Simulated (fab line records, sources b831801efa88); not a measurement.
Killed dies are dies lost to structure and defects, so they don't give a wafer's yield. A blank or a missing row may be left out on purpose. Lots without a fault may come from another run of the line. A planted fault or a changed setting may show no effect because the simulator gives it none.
Which tool did it? | flow sky130 | 6 lots, 18 wafers sampled, at 3 steps of a route of 708

WHAT THE GAUGES READ, wafer by wafer
SKY_METAL5_RS_MEAS_05: measures by four-point-probe.
lot  | measured     | on            | METAL5_ALCU_RS (ohm/sq)
L629 | day 44 01:15 | film_metro-03 | 0.0272 0.0273 0.0273
L632 | day 44 23:38 | film_metro-04 | 0.0277 0.0275 0.0276
L634 | day 45 09:04 | film_metro-04 | 0.0267 0.0267 0.0263
L636 | day 45 18:11 | film_metro-04 | 0.0272 0.0271 0.0271
L639 | day 46 13:50 | film_metro-04 | 0.0269 0.0274 0.0266
L645 | day 48 00:25 | film_metro-01 | 0.0266 0.0269 0.0269

WHICH TOOL RAN EACH LOT (tool, then ch and the chambers of the sampled wafers, then the start)
lot  | SKY_RES_XHIGH_EXPOSE_04             | SKY_METAL5_SPUTTER_01
L629 | iline_stepper-02 ch 0, day 27 11:31 | pvd_sputter-04, day 44 01:05
L632 | iline_stepper-01 ch 0, day 28 14:49 | pvd_sputter-01, day 44 23:28
L634 | iline_stepper-02 ch 0, day 29 06:04 | pvd_sputter-03, day 45 08:52
L636 | iline_stepper-01 ch 0, day 29 16:09 | pvd_sputter-03, day 45 18:03
L639 | iline_stepper-01 ch 0, day 30 21:51 | pvd_sputter-01, day 46 13:38
L645 | iline_stepper-01 ch 0, day 32 16:28 | pvd_sputter-04, day 48 00:13
- SKY_RES_XHIGH_EXPOSE_04: exposes mask URPM, target cd 1270 nm.
- SKY_METAL5_SPUTTER_01: material TiN, target thk 20 nm, time 16.7 s.

THE ANSWER, worked out from the rows above alone
Rule: what is usual is taken from the lots themselves. Put in order of their means at a reading, lots are off if they are a third of the lots or fewer, leave a main group of 4 or more, and stand apart from it by a gap of 3 or more times the standard deviation of the main group's means; of several such gaps the widest counts. A main group whose means are all the same, to the digits that the tables above print for the reading, isn't used. A lot without any number at a reading at which 4 lots or more have one is off too. The other lots that the step has rows for count as sound.
No lot is off at any reading shown: from this, nothing can be told.

WHAT THE SIMULATOR HAD PUT IN
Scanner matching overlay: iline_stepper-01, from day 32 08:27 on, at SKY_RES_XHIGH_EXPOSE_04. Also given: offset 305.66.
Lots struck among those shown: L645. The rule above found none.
